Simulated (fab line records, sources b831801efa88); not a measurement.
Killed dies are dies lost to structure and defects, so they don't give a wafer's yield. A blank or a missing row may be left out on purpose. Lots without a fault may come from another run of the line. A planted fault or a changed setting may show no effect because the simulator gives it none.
Which tool did it? | flow gf180mcu | 12 lots, 35 wafers sampled, at 6 steps of a route of 602

WHAT THE GAUGES READ, wafer by wafer
GF_STI_THK_MEAS_04.
lot  | measured    | on            | STI_CVD_03_THK (nm)
L369 | day 1 16:56 | film_metro-01 | 206.9 207.3 209.2
L370 | day 1 19:33 | film_metro-03 | 206.8 207.2 208.2
L371 | day 1 23:48 | film_metro-03 | 205.5 206.0 205.8
L372 | day 2 05:07 | film_metro-04 | 205.9 205.8 204.9
L373 | day 2 09:34 | film_metro-01 | 209.0 210.2 209.2
L374 | day 2 14:52 | film_metro-03 | 207.3 206.8 207.3
L375 | day 2 20:01 | film_metro-03 | 209.7 209.4 206.7
L383 | day 4 13:28 | film_metro-01 | 205.1 207.3
L386 | day 5 02:53 | film_metro-03 | 208.7 210.4 208.3
L388 | day 5 14:44 | film_metro-01 | 203.7 203.4 206.0
L389 | day 5 19:23 | film_metro-04 | 210.1 209.3 210.5
L392 | day 6 08:34 | film_metro-01 | 204.3 206.4 204.5

GF_LVPWELL_TW_MEAS_11.
lot  | measured    | on            | LVPWELL_TW
L369 | day 3 22:55 | film_metro-04 | 556 556 555
L370 | day 4 01:59 | film_metro-02 | 561 558 562
L371 | day 4 07:55 | film_metro-04 | 554 556 559
L372 | day 4 14:13 | film_metro-04 | 557 557 555
L373 | day 4 18:22 | film_metro-04 | 557 559 553
L374 | day 5 01:38 | film_metro-01 | 563 570 567
L375 | day 5 05:25 | film_metro-02 | 561 561 563
L383 | day 7 06:50 | film_metro-04 | 555 576
L386 | day 7 20:36 | film_metro-02 | 559 558 556
L388 | day 8 10:52 | film_metro-02 | 557 560 562
L389 | day 8 13:39 | film_metro-02 | 561 558 557
L392 | day 9 05:07 | film_metro-02 | 560 558 556

GF_VT_IMPLANT_RS_MEAS_48: measures by four-point-probe.
lot  | measured     | on            | LVPWELL_RS (ohm/sq)
L369 | day 7 12:37  | film_metro-04 | 1194 1197 1196
L370 | day 7 18:21  | film_metro-04 | 1190 1195 1193
L371 | day 8 01:55  | film_metro-04 | 1196 1199 1198
L372 | day 8 07:37  | film_metro-01 | 1193 1193 1189
L373 | day 8 11:28  | film_metro-04 | 1191 1190 1191
L374 | day 8 22:01  | film_metro-01 | 1198 1197 1197
L375 | day 9 03:26  | film_metro-01 | 1199 1201 1200
L383 | day 11 12:29 | film_metro-04 | 1196 1124
L386 | day 12 06:59 | film_metro-01 | 1199 1199 1204
L388 | day 12 23:34 | film_metro-02 | 1198 1197 1198
L389 | day 13 03:22 | film_metro-01 | 1197 1197 1199
L392 | day 13 21:44 | film_metro-04 | 1194 1197 1195

GF_DUAL_GATE_THK_MEAS_03.
lot  | measured     | on            | DUAL_GATE_OXIDATION_00_THK (nm)
L369 | day 7 15:51  | film_metro-01 | 10.73 10.80 10.73
L370 | day 7 20:15  | film_metro-03 | 10.97 11.07 10.97
L371 | day 8 04:58  | film_metro-03 | 10.65 10.89 10.59
L372 | day 8 10:57  | film_metro-01 | 10.70 10.86 10.86
L373 | day 8 13:44  | film_metro-03 | 10.49 10.62 10.43
L374 | day 9 00:29  | film_metro-03 | 10.86 10.77 10.88
L375 | day 9 06:23  | film_metro-01 | 10.73 10.97 10.96
L383 | day 11 14:22 | film_metro-03 | 10.88 10.85
L386 | day 12 09:38 | film_metro-04 | 10.92 10.83 11.00
L388 | day 13 01:26 | film_metro-04 | 10.75 10.68 10.97
L389 | day 13 05:14 | film_metro-03 | 10.97 10.82 10.91
L392 | day 14 01:07 | film_metro-01 | 10.74 10.76 11.02

GF_HV_LDD_OVL_MEAS_08.
lot  | measured     | on         | HV_LDD_OVL (nm)
L369 | day 10 01:11 | overlay-02 | 2.6 2.7 3.2
L370 | day 10 04:08 | overlay-01 | -2.1 -2.5 -1.3
L371 | day 10 11:20 | overlay-02 | 3.5 2.8 3.4
L372 | day 10 20:35 | overlay-01 | 1.4 0.0 0.1
L373 | day 10 21:34 | overlay-01 | 2.1 3.1 1.3
L374 | day 11 09:43 | overlay-01 | -1.2 -0.9 -0.4
L375 | day 11 16:40 | overlay-01 | 3.0 3.4 2.9
L383 | day 14 08:29 | overlay-02 | 3.0 3.4
L386 | day 15 04:41 | overlay-02 | 0.9 2.0 1.0
L388 | day 15 19:05 | overlay-01 | 0.8 0.8 0.8
L389 | day 16 03:47 | overlay-01 | 1.0 1.9 1.6
L392 | day 17 00:08 | overlay-02 | 0.6 0.9 1.4

WHICH TOOL RAN EACH LOT (tool, then ch and the chambers of the sampled wafers, then the start)
lot  | GF_LVPWELL_IMPLANT_08
L369 | implanter-02 ch 0, day 3 22:32
L370 | implanter-01 ch 0, day 4 01:35
L371 | implanter-02 ch 0, day 4 07:31
L372 | implanter-02 ch 0, day 4 13:50
L373 | implanter-02 ch 0, day 4 17:58
L374 | implanter-02 ch 0, day 5 01:16
L375 | implanter-02 ch 0, day 5 05:01
L383 | implanter-02 ch 0, day 7 06:26
L386 | implanter-01 ch 0, day 7 20:14
L388 | implanter-01 ch 0, day 8 10:27
L389 | implanter-04 ch 0, day 8 13:15
L392 | implanter-01 ch 0, day 9 04:44
- GF_LVPWELL_IMPLANT_08

WHAT THE TOOLS THEMSELVES READ (means of the sampled wafers that have a number; where no wafer has one, the mark that the record gives instead)
GF_LVPWELL_IMPLANT_08.
lot  | tool         | beam_on_s (s) | dose_ions_cm2 | faraday_current_uA
L369 | implanter-02 | 10.04         | 1.5013e+13    | 84.0
L370 | implanter-01 | 10.03         | 1.4992e+13    | 84.4
L371 | implanter-02 | 10.00         | 1.5000e+13    | 84.6
L372 | implanter-02 | 10.08         | 1.4995e+13    | 83.7
L373 | implanter-02 | 9.87          | 1.4999e+13    | 85.6
L374 | implanter-02 | 10.36         | 1.5001e+13    | 81.6
L375 | implanter-02 | 10.22         | 1.5019e+13    | 82.7
L383 | implanter-02 | 10.59         | 1.5012e+13    | 80.2
L386 | implanter-01 | 9.81          | 1.4987e+13    | 86.3
L388 | implanter-01 | 10.03         | 1.4995e+13    | 84.4
L389 | implanter-04 | 9.91          | 1.5015e+13    | 85.7
L392 | implanter-01 | 10.06         | 1.4985e+13    | 84.0

THE ANSWER, worked out from the rows above alone
Rule: what is usual is taken from the lots themselves. Put in order of their means at a reading, lots are off if they are a third of the lots or fewer, leave a main group of 4 or more, and stand apart from it by a gap of 3 or more times the standard deviation of the main group's means; of several such gaps the widest counts. A main group whose means are all the same, to the digits that the tables above print for the reading, isn't used. A lot without any number at a reading at which 4 lots or more have one is off too. The other lots that the step has rows for count as sound. The gauges are gone through in route order, then the tools' own readings, and for those a lot's mean is taken as printed above. The first step at which some lot is off is used, and at that step the reading that is off furthest; a lot without a number counts as furthest.
Off: L383, at GF_VT_IMPLANT_RS_MEAS_48 (LVPWELL_RS). The main group: mean 1196 ohm/sq, standard deviation 3.1.
A tool fits if, at a process step before that reading, it ran every lot that is off, and no sound lot after the first of them. The gauges at GF_VT_IMPLANT_RS_MEAS_48 are tried like those tools. One fits: implanter-02 at GF_LVPWELL_IMPLANT_08. Its last sound lot is L375 (day 5 05:01), its first lot that is off L383 (day 7 06:26): a fault that began between those two fits.

WHAT THE SIMULATOR HAD PUT IN
Process parameter drift: implanter-02, from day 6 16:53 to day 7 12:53, at GF_LVPWELL_IMPLANT_08. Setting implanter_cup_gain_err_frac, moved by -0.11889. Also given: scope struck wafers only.
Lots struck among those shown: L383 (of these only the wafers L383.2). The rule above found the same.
